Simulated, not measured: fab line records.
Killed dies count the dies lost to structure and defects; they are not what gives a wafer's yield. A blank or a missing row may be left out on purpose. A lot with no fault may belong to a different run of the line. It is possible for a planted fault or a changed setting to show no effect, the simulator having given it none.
Chamber matching + flow sky130 + SKY_VIA2_CMP_02 on cmp-01: 4 sister chambers
The step polishes SiO2. 8 wafers are shown with their chamber, then 9 later ones without.

EACH WAFER AND ITS CHAMBER
| wafer  | chamber | motorCurrentA (A) | slurryFilterDpKPa (kPa) |
|--------|---------|-------------------|-------------------------|
| L075.5 | 3       | 11.3              | 13.50                   |
| L085.3 | 2       | 13.8              | 13.45                   |
| L088.1 | 1       | 12.4              | 13.45                   |
| L088.3 | 3       | 12.0              | 13.45                   |
| L088.4 | 0       | 12.1              | 13.60                   |
| L089.2 | 0       | 12.4              | 13.48                   |
| L089.3 | 1       | 11.5              | 13.60                   |
| L089.6 | 2       | 13.9              | 13.67                   |

WAFERS WITHOUT THEIR CHAMBER
| wafer  | motorCurrentA (A) | slurryFilterDpKPa (kPa) |
|--------|-------------------|-------------------------|
| L092.2 | 13.7              | 13.56                   |
| L092.4 | 12.9              | 13.08                   |
| L092.6 | 12.1              | 13.72                   |
| L095.2 | 12.4              | 13.56                   |
| L095.3 | 11.3              | 13.64                   |
| L095.5 | 13.2              | 13.59                   |
| L096.1 | 13.8              | 13.27                   |
| L096.3 | 11.0              | 13.48                   |
| L096.4 | 12.4              | 13.65                   |

EACH ONE'S CHAMBER
| wafer  | from the rows above               | in truth |
|--------|-----------------------------------|----------|
| L092.2 | 2                                 | 2        |
| L092.4 | can't be placed: 0 or 3 or 1 or 2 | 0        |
| L092.6 | can't be placed: 0 or 1 or 3      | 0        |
| L095.2 | can't be placed: 0 or 1 or 3      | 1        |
| L095.3 | can't be placed: 3 or 1 or 0      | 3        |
| L095.5 | can't be placed: 2 or 0 or 1      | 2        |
| L096.1 | can't be placed: 2 or 0           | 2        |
| L096.3 | can't be placed: 3 or 1 or 0      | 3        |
| L096.4 | can't be placed: 0 or 1 or 3      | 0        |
Placed correctly: 1 of 9. These rows do not allow placing 8 (true chamber among the candidates in 8). 0 placed wrongly.
How it was worked out, from the rows above alone: a wafer's distance from a chamber is the root of the sum, over the readings, of the square of ((its reading less the chamber's mean) divided by the reading's scatter). The wafer belongs to the nearest chamber; if the next one is less than 2 further off, it can't be placed. The mean given for a chamber averages the wafers shown for that chamber. The scatter: the root of (the sum of the squares of (reading less its chamber's mean) over the shown wafers, divided by (wafers less chambers)).
